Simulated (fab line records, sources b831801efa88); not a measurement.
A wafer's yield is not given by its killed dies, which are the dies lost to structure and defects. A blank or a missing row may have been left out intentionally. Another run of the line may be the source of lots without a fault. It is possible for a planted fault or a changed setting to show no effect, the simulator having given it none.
Which of the tools did it? / flow gf180mcu / 72 wafers from 24 lots sampled at 2 of the route's 602 steps

## WHAT THE GAUGES SHOWED, per wafer
GF_V1_THK_MEAS_01. Usual: for V1_CVD_00_THK the level is 600 nm and the standard deviation is 6.6.
lot=L074; measured=day 17 05:27; on=film-metro-04; V1_CVD_00_THK (nm)=589 590 607; flag=
lot=L075; measured=day 18 02:24; on=film-metro-03; V1_CVD_00_THK (nm)=607 607 609; flag=
lot=L076; measured=day 18 03:49; on=film-metro-04; V1_CVD_00_THK (nm)=603 600 596; flag=
lot=L077; measured=day 18 08:22; on=film-metro-03; V1_CVD_00_THK (nm)=597 601 601; flag=
lot=L078; measured=day 19 00:44; on=film-metro-03; V1_CVD_00_THK (nm)=606 584 594; flag=
lot=L079; measured=day 19 12:35; on=film-metro-04; V1_CVD_00_THK (nm)=584 594 602; flag=
lot=L081; measured=day 19 23:54; on=film-metro-01; V1_CVD_00_THK (nm)=599 598 601; flag=
lot=L080; measured=day 20 00:11; on=film-metro-01; V1_CVD_00_THK (nm)=603 602 606; flag=
lot=L082; measured=day 20 08:42; on=film-metro-04; V1_CVD_00_THK (nm)=595 600 592; flag=
lot=L083; measured=day 20 17:56; on=film-metro-04; V1_CVD_00_THK (nm)=597 596 592; flag=
lot=L084; measured=day 21 00:34; on=film-metro-01; V1_CVD_00_THK (nm)=591 597 601; flag=
lot=L085; measured=day 21 07:41; on=film-metro-01; V1_CVD_00_THK (nm)=596 605 601; flag=
lot=L086; measured=day 21 14:56; on=film-metro-03; V1_CVD_00_THK (nm)=608 597 602; flag=
lot=L087; measured=day 21 23:14; on=film-metro-04; V1_CVD_00_THK (nm)=588 592 593; flag=
lot=L088; measured=day 22 11:47; on=film-metro-01; V1_CVD_00_THK (nm)=587 595 597; flag=
lot=L089; measured=day 22 14:58; on=film-metro-04; V1_CVD_00_THK (nm)=608 603 611; flag=
lot=L090; measured=day 23 01:02; on=film-metro-03; V1_CVD_00_THK (nm)=597 599 594; flag=
lot=L091; measured=day 23 11:19; on=film-metro-03; V1_CVD_00_THK (nm)=606 597 599; flag=
lot=L092; measured=day 23 14:26; on=film-metro-03; V1_CVD_00_THK (nm)=605 608 601; flag=
lot=L093; measured=day 23 20:10; on=film-metro-04; V1_CVD_00_THK (nm)=601 608 599; flag=
lot=L094; measured=day 24 06:01; on=film-metro-01; V1_CVD_00_THK (nm)=603 600 606; flag=
lot=L095; measured=day 24 16:05; on=film-metro-03; V1_CVD_00_THK (nm)=607 606 614; flag=
lot=L096; measured=day 24 19:04; on=film-metro-03; V1_CVD_00_THK (nm)=604 607 613; flag=
lot=L097; measured=day 24 22:55; on=film-metro-04; V1_CVD_00_THK (nm)=604 602 604; flag=

GF_V2_OVL_MEAS_15. Usual: for V2_OVL the level is 1 nm and the standard deviation is 5.5.
lot=L074; measured=day 20 09:24; on=overlay-02; V2_OVL (nm)=5 1 0; flag=
lot=L075; measured=day 21 06:27; on=overlay-01; V2_OVL (nm)=7 2 3; flag=
lot=L076; measured=day 21 07:34; on=overlay-01; V2_OVL (nm)=3 2 8; flag=
lot=L077; measured=day 21 12:34; on=overlay-01; V2_OVL (nm)=11 7 13; flag=
lot=L078; measured=day 22 04:35; on=overlay-02; V2_OVL (nm)=-10 -5 -7; flag=
lot=L079; measured=day 22 15:38; on=overlay-02; V2_OVL (nm)=-2 -5 -2; flag=
lot=L081; measured=day 23 02:29; on=overlay-02; V2_OVL (nm)=4 3 8; flag=
lot=L080; measured=day 23 03:36; on=overlay-02; V2_OVL (nm)=-7 -3 4; flag=
lot=L082; measured=day 23 11:26; on=overlay-02; V2_OVL (nm)=-4 -5 0; flag=
lot=L083; measured=day 23 19:14; on=overlay-02; V2_OVL (nm)=2 4 10; flag=
lot=L084; measured=day 24 01:37; on=overlay-02; V2_OVL (nm)=5 6 6; flag=
lot=L085; measured=day 24 06:42; on=overlay-02; V2_OVL (nm)=-10 -6 -6; flag=
lot=L086; measured=day 24 14:44; on=overlay-02; V2_OVL (nm)=-3 0 -8; flag=
lot=L087; measured=day 24 20:48; on=overlay-02; V2_OVL (nm)=2 2 -2; flag=
lot=L088; measured=day 25 08:41; on=overlay-01; V2_OVL (nm)=1 11 1; flag=
lot=L089; measured=day 25 12:44; on=overlay-02; V2_OVL (nm)=-1 -6 0; flag=
lot=L090; measured=day 25 21:59; on=overlay-01; V2_OVL (nm)=4 7 -1; flag=
lot=L091; measured=day 26 06:37; on=overlay-01; V2_OVL (nm)=8 8 5; flag=
lot=L092; measured=day 26 09:44; on=overlay-02; V2_OVL (nm)=2 0 2; flag=
lot=L093; measured=day 26 14:34; on=overlay-01; V2_OVL (nm)=3 -7 -2; flag=
lot=L094; measured=day 26 23:50; on=overlay-02; V2_OVL (nm)=1 -5 -2; flag=
lot=L095; measured=day 27 09:35; on=overlay-02; V2_OVL (nm)=4 0 4; flag=
lot=L096; measured=day 27 12:20; on=overlay-02; V2_OVL (nm)=5 6 10; flag=
lot=L097; measured=day 27 16:54; on=overlay-02; V2_OVL (nm)=-3 4 -5; flag=

## EACH LOT AND THE TOOL THAT RAN IT (in order: tool; ch and the chambers of the sampled wafers; start)
The record shows no process step preceding these readings.

## AS READ BY THE TOOLS THEMSELVES (means over the sampled wafers that have a number; for cases with no such wafer, the mark the record gives instead)
The record holds no such reading with a usual standard deviation.

## THE ANSWER, worked out from the rows above alone
Rule: a lot is off if the mean of its wafers that have a number lies more than 3 standard deviations from the usual mean. Also off: a lot with no number at a reading for which 4 or more lots have one. The other lots that the step has rows for count as sound. The gauges are gone through in route order, then the tools' own readings, and for those a lot's mean is taken as printed above. The first step at which some lot is off is used, and at that step the reading that is off furthest; a lot without a number counts as furthest.
None of the lots is off at any reading shown; this tells nothing.

## WHAT THE SIMULATOR PUT IN
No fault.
